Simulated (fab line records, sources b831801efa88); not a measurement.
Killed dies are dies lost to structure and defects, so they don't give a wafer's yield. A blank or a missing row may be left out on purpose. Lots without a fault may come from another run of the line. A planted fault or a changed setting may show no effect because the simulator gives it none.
Which tool did it? | flow gf180mcu | 6 lots, 18 wafers sampled, at 3 steps of a route of 602

WHAT THE GAUGES READ, wafer by wafer
GF_M4_RS_MEAS_05: measures by four-point-probe.
lot  | measured     | on            | M4_ALCU_RS (ohm/sq)
L569 | day 24 05:11 | film_metro-04 | 0.0700 0.0711 0.0698
L572 | day 25 08:13 | film_metro-04 | 0.0701 0.0706 0.0712
L576 | day 26 19:15 | film_metro-03 | 0.0699 0.0699 0.0695
L582 | day 28 11:52 | film_metro-03 | 0.0689 0.0689 0.0687
L585 | day 29 09:38 | film_metro-01 | 0.0703 0.0705 0.0695
L587 | day 30 03:28 | film_metro-03 | 0.0702 0.0714 0.0712

WHICH TOOL RAN EACH LOT (tool, then ch and the chambers of the sampled wafers, then the start)
lot  | GF_V3_CVD_23                  | GF_V3_CMP_26
L569 | cvd_w-02 ch 0,1, day 24 04:21 | cmp-01 ch 1,2,3, day 24 04:44
L572 | cvd_w-01 ch 0,1, day 25 07:24 | cmp-01 ch 0,1,3, day 25 07:39
L576 | cvd_w-01 ch 0,1, day 26 18:26 | cmp-02 ch 1,2,3, day 26 18:47
L582 | cvd_w-02 ch 0,1, day 28 11:02 | cmp-02 ch 0,1,3, day 28 11:23
L585 | cvd_w-01 ch 0,1, day 29 08:50 | cmp-02 ch 0,1, day 29 09:05
L587 | cvd_w-02 ch 0,1, day 30 02:39 | cmp-02 ch 0,2,3, day 30 02:56
- GF_V3_CVD_23: deposits W, target thk 350 nm, time 104.9 s.
- GF_V3_CMP_26: polishes, stops on SiO2, t overpolish 15 s, target thk 0 nm.

THE ANSWER, worked out from the rows above alone
Rule: what is usual is taken from the lots themselves. Put in order of their means at a reading, lots are off if they are a third of the lots or fewer, leave a main group of 4 or more, and stand apart from it by a gap of 3 or more times the standard deviation of the main group's means; of several such gaps the widest counts. A main group whose means are all the same, to the digits that the tables above print for the reading, isn't used. A lot without any number at a reading at which 4 lots or more have one is off too. The other lots that the step has rows for count as sound.
No lot is off at any reading shown: from this, nothing can be told.

WHAT THE SIMULATOR HAD PUT IN
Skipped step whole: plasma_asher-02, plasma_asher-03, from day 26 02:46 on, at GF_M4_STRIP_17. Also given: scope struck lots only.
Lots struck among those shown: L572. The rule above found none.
